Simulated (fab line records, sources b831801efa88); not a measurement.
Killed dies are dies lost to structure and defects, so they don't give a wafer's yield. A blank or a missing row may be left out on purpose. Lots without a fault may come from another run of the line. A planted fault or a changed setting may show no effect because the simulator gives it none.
Problem report in the 8D (eight disciplines) form, filled by code | flow gf180mcu | the parts of the form that need people (team, actions taken, sign-off) are left out

1. THE PROBLEM
run_length_s at GF_M2_METAL_ETCH_16 reads a mean of 141.0 s on 2 wafers of 1 lot; wafers without a fault read 132.9 s with a standard deviation of 0.48. That is +17 standard deviations from the usual mean.
The step: etches the open film in Cl2/BCl3, stops on SiO2, target depth 627.5 nm, time 104.6 s.
First seen on wafer L129.1, day 25 14:14, on rie_metal-03. The record holds 15 wafers of 5 lots with a number at this step. Rule for "out", or "out of limits": more than 4 standard deviations from the usual mean. The other wafers with a number count as sound.

2. WHAT IT IS AND WHAT IT IS NOT
question                    | is                                               | is not
which readings at this step | run_length_s, oes_product_au, throttle_valve_pct | drypump_motor_current_A
which lots                  | L129                                             | L119, L121, L123, L124
which wafers of those lots  | L129.1, L129.6                                   | L129.2
read on which tools         | rie_metal-03                                     | rie_metal-01
when                        | from day 25 14:14                                | up to then (13 sound wafers)

3. SUSPECTS, AND WHAT RULES EACH OUT
Counting: a tool at a process step up to the reading stays a suspect if it ran every lot that is out. Sound lots after the first of them don't rule it out here, since some wafers of a struck lot are sound.
- pvd_sputter-04 at GF_M2_SPUTTER_04 (material TiN, target thk 50 nm, time 41.7 s): kept. It ran the lot that is out, L129 (day 24 16:32); its last sound lot up to then is L124 (day 22 20:05).
- rie_metal-03 at GF_M2_METAL_ETCH_16 (etches the open film in Cl2/BCl3, stops on SiO2, target depth 627.5 nm, time 104.6 s): kept. It ran the lot that is out, L129 (day 25 14:14); its last sound lot up to then is L124 (day 23 19:11). Its own readings are out on those wafers: oes_product_au, run_length_s, throttle_valve_pct.
Left after counting: pvd_sputter-04 at GF_M2_SPUTTER_04, rie_metal-03 at GF_M2_METAL_ETCH_16.

4. THE CAUSE (what the simulator had put in)
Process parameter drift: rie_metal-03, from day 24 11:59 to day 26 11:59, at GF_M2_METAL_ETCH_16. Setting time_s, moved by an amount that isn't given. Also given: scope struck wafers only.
Counting left 2 suspects, and this tool is among them.

5. THE CHAIN OF EFFECTS, in route order
Each row: a reading whose mean over the struck wafers that have a number lies more than 3 standard deviations from the usual. Only readings for which the record gives a usual standard deviation are gone through. hours: the time from each lot's start at the first step in this table that gives one to its start at this step, as a median over the lots. sigmas: the change in usual standard deviations.
hours | step                | reading                  | usual      | on struck wafers | change | sigmas
0     | GF_M2_METAL_ETCH_16 | oes_product_au           | 0.970 a.u. | 0.933            | -0.037 | -5.5
0     | GF_M2_METAL_ETCH_16 | run_length_s             | 132.9 s    | 141.0            | +8.1   | +17
0     | GF_M2_METAL_ETCH_16 | throttle_valve_pct       | 28.253 %   | 28.308           | +0.055 | +5.0
0     | GF_M2_STRIP_17      | strip_time_to_endpoint_s | 7.87 s     | 7.72             | -0.15  | -4.1
The process steps in it:
- GF_M2_METAL_ETCH_16: etches the open film in Cl2/BCl3, stops on SiO2, target depth 627.5 nm, time 104.6 s.
- GF_M2_STRIP_17: strips in O2/N2.

6. WHAT WOULD HAVE CAUGHT IT SOONER
In this record the first reading out of limits was taken at day 25 14:14, 26 hours after the fault began at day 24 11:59.
